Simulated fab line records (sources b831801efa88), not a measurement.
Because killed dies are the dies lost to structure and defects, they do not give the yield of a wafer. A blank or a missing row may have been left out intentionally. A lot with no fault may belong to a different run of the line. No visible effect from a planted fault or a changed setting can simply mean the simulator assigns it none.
Comparing a struck lot with a sound one / flow sky130 / 15 out of 708 route steps
Sound: these wafers, L792.1, L792.2, L792.4. Struck: wafer L812.4 (L812.1, L812.5, from the same lot, were not struck and are left out); the cause is given at the end.
Per side, at each step with rows, come the tool, then ch with its chambers, and then its first start. Under that, the readings that differ: sound wafers / struck wafers / difference of the means / sigmas: that difference in standard deviations of wafers without a fault.
alike: readings with means less than 2 such deviations apart, plus words and numbers identical on both sides. not compared: withheld readings, readings lacking a value on some wafer, bounds such as >300 that could conceal the same value, and numbers that have no deviation in the record and whose values overlap.
A row with sigmas, a row that says differs or no value, or rows on one side alone: a step with any of these is where the two part. Numbers that have no deviation but don't overlap get no sigmas and don't part them. A reading that every wafer of one side lacks parts them only if that side has two wafers or more.

first, 2 steps without rows for these wafers: SKY_METAL3_PEB_11; SKY_METAL3_DEVELOP_12 (develop time 60 s).
SKY_METAL3_CD_MEAS_13: the cd target is 300 nm.
  sound on cdSem-02 at day 38 19:31; struck on cdSem-02 at day 44 13:58
  alike: cdNm
SKY_METAL3_OVL_MEAS_14:
  sound on overlay-01 at day 38 19:38; struck on overlay-02 at day 44 14:05
  alike: METAL3_OVL
SKY_METAL3_DESCUM_15: chemistry O2, time 8 s.
  sound on rieMetal-02 ch 0,1, day 38 19:41; struck on rieMetal-03 ch 0, day 44 14:07
  alike: drypumpMotorCurrentA, oesProductAu
  not compared: rfHoursCounterH
SKY_METAL3_ETCH_16: etches BARC in N2/H2, stops on SiO2, time 88.2 s, target depth 60 nm.
  sound on rieMetal-02 ch 0,1, day 38 19:43; struck on rieMetal-03 ch 0, day 44 14:08
  alike: drypumpMotorCurrentA, n2FlowSccm, oesProductAu, throttleValvePct
  not compared: rfHoursCounterH
then, 1 step without rows for these wafers: SKY_METAL3_ETCH_17 (etches SiO2 in C4F8/O2/Ar, stops on TiN, time 3.9 s, target depth 15 nm).
SKY_METAL3_METAL_ETCH_18: etches the open film in Cl2/BCl3, stops on SiO2, target depth 845 nm, time 183.1 s.
  sound on rieMetal-03 ch 0,1, day 38 19:49; struck on rieMetal-01 ch 1, day 44 14:16
  alike: drypumpMotorCurrentA, oesProductAu, throttleValvePct
  not compared: rfHoursCounterH
SKY_METAL3_STRIP_19: strips in O2/N2.
  sound on plasmaAsher-02 ch 0,1, day 38 20:00; struck on plasmaAsher-04 ch 1, day 44 14:37
reading=oesProductAu (a.u.); sound=0.497 0.497 0.496; struck=0.510; difference=+0.013; sigmas=+2
reading=stripTimeToEndpointS (s); sound=6.40 6.48 6.49; struck=6.62; difference=+0.16; sigmas=+2
  alike: drypumpMotorCurrentA, n2FlowSccm
  not compared: rfHoursCounterH
then, 3 steps without rows for these wafers: SKY_METAL3_STRIP_20 (strips in post etch residue remover, time 1200 s); SKY_METAL3_CLEAN_21 (cleans in IPA, time 180 s); SKY_METAL3_CLEAN_22 (cleans in O3/DIW).
SKY_VIA3_HDPCVD_00: deposits SiO2, target thk 1635 nm, time 272.5 s.
  sound on hdpcvd-02 ch 1,2, day 38 20:37; struck on hdpcvd-01 ch 0, day 44 15:14
reading=runLengthS (s); sound=299.8 301.3 299.9; struck=263.4; difference=-36.9; sigmas=-48
reading=model.SiO2_of_VIA3_HDPCVD_00.thkNm (nm); sound=1648 1633 1638; struck=1431; difference=-209; sigmas=
SKY_VIA3_THK_MEAS_01:
  sound on filmMetro-01 at day 38 20:47; struck on filmMetro-01 at day 44 15:25
reading=VIA3_HDPCVD_THK (nm); sound=1648 1632 1639; struck=1431; difference=-209; sigmas=-14
SKY_VIA3_CMP_02: polishes SiO2.
  sound on cmp-02 ch 0,2,3, day 38 20:54; struck on cmp-01 ch 0, day 44 15:34
  alike: motorCurrentA

## WHERE THEY PART
Last at SKY_VIA3_THK_MEAS_01 as far as this record goes, first at SKY_METAL3_STRIP_19. Later steps at which nothing parts them and some readings are alike: SKY_VIA3_CMP_02.

WHY: whatever the simulator had introduced
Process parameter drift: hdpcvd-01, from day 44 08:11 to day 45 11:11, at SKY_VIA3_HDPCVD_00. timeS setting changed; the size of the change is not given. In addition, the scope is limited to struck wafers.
